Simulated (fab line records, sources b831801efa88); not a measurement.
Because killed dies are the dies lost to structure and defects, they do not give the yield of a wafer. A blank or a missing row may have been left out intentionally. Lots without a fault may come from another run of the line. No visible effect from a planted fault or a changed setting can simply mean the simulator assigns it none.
Code-filled problem report in 8D (eight disciplines) form :: flow gf180mcu :: the parts of the form that need people (team, actions taken, sign-off) are left out

## 1. THE ISSUE
Mean NWELL_TW at GF_NWELL_TW_MEAS_11: 1330 over 6 wafers in 2 lots; fault-free wafers: 1573, standard deviation 14. Measured from the usual mean, that is -17 standard deviations.
Seen first at day 5 21:45 on film metro-03, wafer L791.1. The record has a number at this step for 33 wafers belonging to 11 lots. The rule behind "out" and "out of limits": a value lying over 4 standard deviations away from the usual mean. The rest of the wafers with a number are treated as sound.

## 2. WHAT IT IS AND WHAT IT IS NOT
question: which readings at this step
is: NWELL_TW
is not: -

question: which lots
is: L791, L795
is not: L781, L782, L783, L785, L786, L787, L792, L801, L802

question: which wafers of those lots
is: all that have a number
is not: -

question: read on which gauges
is: film metro-01, film metro-03
is not: film metro-02

question: when
is: from day 5 21:45
is not: up to then (18 sound wafers); but 9 sound wafers of L792, L801, L802 came after

## 3. THE SUSPECTS, EACH WITH WHAT RULES IT OUT
Counting: a tool at a process step up to the reading stays a suspect if it ran every lot that is out and no sound lot after the first of them.
- the gauge at GF_NWELL_TW_MEAS_11 is ruled out. 2 gauges (film metro-01, film metro-03) read the wafers that are out.
- implanter-04 at GF_NWELL_IMPLANT_08: kept. It ran every lot that is out, first L791 (day 5 21:21), and no sound lot after that; its last sound lot up to then is L787 (day 5 01:50). Its own dose ions cm2, faraday current uA readings are out on those wafers.
The count leaves implanter-04 at GF_NWELL_IMPLANT_08.

## 4. THE CAUSE (what the simulator had put in)
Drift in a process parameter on implanter-04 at GF_NWELL_IMPLANT_08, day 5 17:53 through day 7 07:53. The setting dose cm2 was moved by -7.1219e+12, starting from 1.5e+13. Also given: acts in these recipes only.
Only this tool survived the counting.

## 5. THE EFFECT CHAIN, in route order
Rows list readings where the struck wafers' mean (over those with a number) sits beyond 3 standard deviations from the usual. Only readings for which the record gives a usual standard deviation are gone through. hours: the time from each lot's start at the first step in this table that gives one to its start at this step, as a median over the lots. sigmas: the change in usual standard deviations.
hours: 0
step: GF_NWELL_IMPLANT_08
reading: dose ions cm2
usual: 1.4997e+13
on struck wafers: 7.8733e+12
change: -7.1237e+12
sigmas: -99 or more

hours: 0
step: GF_NWELL_IMPLANT_08
reading: faraday current uA
usual: 84.6
on struck wafers: 44.2
change: -40.4
sigmas: -22

hours: 0
step: GF_NWELL_TW_MEAS_11
reading: NWELL_TW
usual: 1573
on struck wafers: 1330
change: -242
sigmas: -17

hours: 119
step: GF_VT_IMPLANT_RS_MEAS_47
reading: NWELL_RS
usual: 488.3 ohm/sq
on struck wafers: 684.0
change: +195.7
sigmas: +99 or more
It contains these process steps:
- GF_NWELL_IMPLANT_08

## 6. HOW IT WOULD HAVE BEEN CAUGHT EARLIER
In this record the first reading out of limits at a measuring or inspecting step was taken at day 5 21:45, 4 hours after the fault began at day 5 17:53.
At GF_NWELL_IMPLANT_08, the tool's own readings (dose ions cm2, faraday current uA) were out on each struck wafer the step has a row for, so an alarm limit on them would have fired on the first such wafer.
L795, from the lots that are out (2), started GF_NWELL_IMPLANT_08 on implanter-04 later than day 5 21:45. Putting the tool on hold at that point would have spared it.
